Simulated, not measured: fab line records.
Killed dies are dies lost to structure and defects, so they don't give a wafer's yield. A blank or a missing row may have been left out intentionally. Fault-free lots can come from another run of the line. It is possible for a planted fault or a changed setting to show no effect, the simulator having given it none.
A struck lot beside a sound one / flow sky130 / 14 out of 708 route steps
Sound: wafers L533.1, L533.2, L533.3. Wafers struck: L542.1, L542.4, L542.5. Last of all comes the cause.
Per side, at each step with rows, come the tool, then ch with its chambers, and then its first start. Under that, the readings that differ: sound wafers / struck wafers / difference of the means / sigmas: that difference in standard deviations of wafers without a fault.
alike: same words and numbers on both sides, and readings whose means sit less than 2 such deviations apart. not compared: any withheld reading, any reading some wafer has no value for, any bound like >300 that may hide the same value, and any number with overlapping values for which the record gives no deviation.
A row with sigmas, a row that says differs or no value, or rows on one side alone: a step with any of these is where the two part. Non-overlapping numbers with no deviation appear without sigmas and do not part them. Lack of a reading on every wafer of one side parts them only where that side has two or more wafers.

SKY_FIELD_ISO_BOW_MEAS_00:
  sound: film metro-02 at day 2 16:00; struck: film metro-02 at day 4 13:00
  alike: INCOMING_BOW
then, 1 step without rows for these wafers: SKY_FIELD_ISO_OXIDATION_01 (stabilise 600 s, purge 300 s, target thk 12 nm).
SKY_FIELD_ISO_THK_MEAS_02:
  sound: film metro-02 at day 2 20:43; struck: film metro-04 at day 4 15:05
  alike: FIELD_ISO_OXIDATION_00_THK
then, 1 step without rows for these wafers: SKY_FIELD_ISO_CVD_03 (deposits Si3N4 from DCS/NH3, target thk 165 nm, time 2830 s).
SKY_FIELD_ISO_THK_MEAS_04:
  sound: film metro-04 at day 2 22:34; struck: film metro-02 at day 4 17:46
reading=FIELD_ISO_CVD_03_THK (nm); sound=167.4 167.9 167.1; struck=164.6 163.8 164.5; difference=-3.2; sigmas=-2
then, 7 steps without rows for these wafers: SKY_FIELD_ISO_DEHYDRATE_05 (time 60 s); SKY_FIELD_ISO_HMDS_06 (prime time 60 s); SKY_FIELD_ISO_COAT_07 (resist thk 60 nm); SKY_FIELD_ISO_COAT_08 (resist thk 450 nm); SKY_FIELD_ISO_SOFTBAKE_09 (time 90 s); SKY_FIELD_ISO_EXPOSE_10 (exposes mask FOM, target cd 150 nm); SKY_FIELD_ISO_PEB_11.
SKY_FIELD_ISO_DEVELOP_12: develop time 60 s.
  struck on litho track-01, day 5 10:00; sound on litho track-04 ch 0, day 3 14:00
  no value came back on the struck wafers for chill plate temp C (C), develop time s (s); on the sound wafers chill plate temp C (C) reads 23.01 22.97 22.83
reading=model.KrF-thick_of_FIELD_ISO_COAT_08.thk nm (nm); sound=437.6 437.5 436.1; struck=450.1 450.1 449.2; difference=+12.7; sigmas=
SKY_FIELD_ISO_CD_MEAS_13: target cd 150 nm.
  sound: cd sem-02 at day 3 14:18; struck: cd sem-02 at day 5 11:04
reading=cd nm (nm); sound=149.2 147.9 148.4; struck=- - -; difference=no value on the struck wafers; sigmas=

WHERE THEY PART
Last at SKY_FIELD_ISO_CD_MEAS_13 as far as this record goes, first at SKY_FIELD_ISO_THK_MEAS_04.

WHY: whatever the simulator had introduced
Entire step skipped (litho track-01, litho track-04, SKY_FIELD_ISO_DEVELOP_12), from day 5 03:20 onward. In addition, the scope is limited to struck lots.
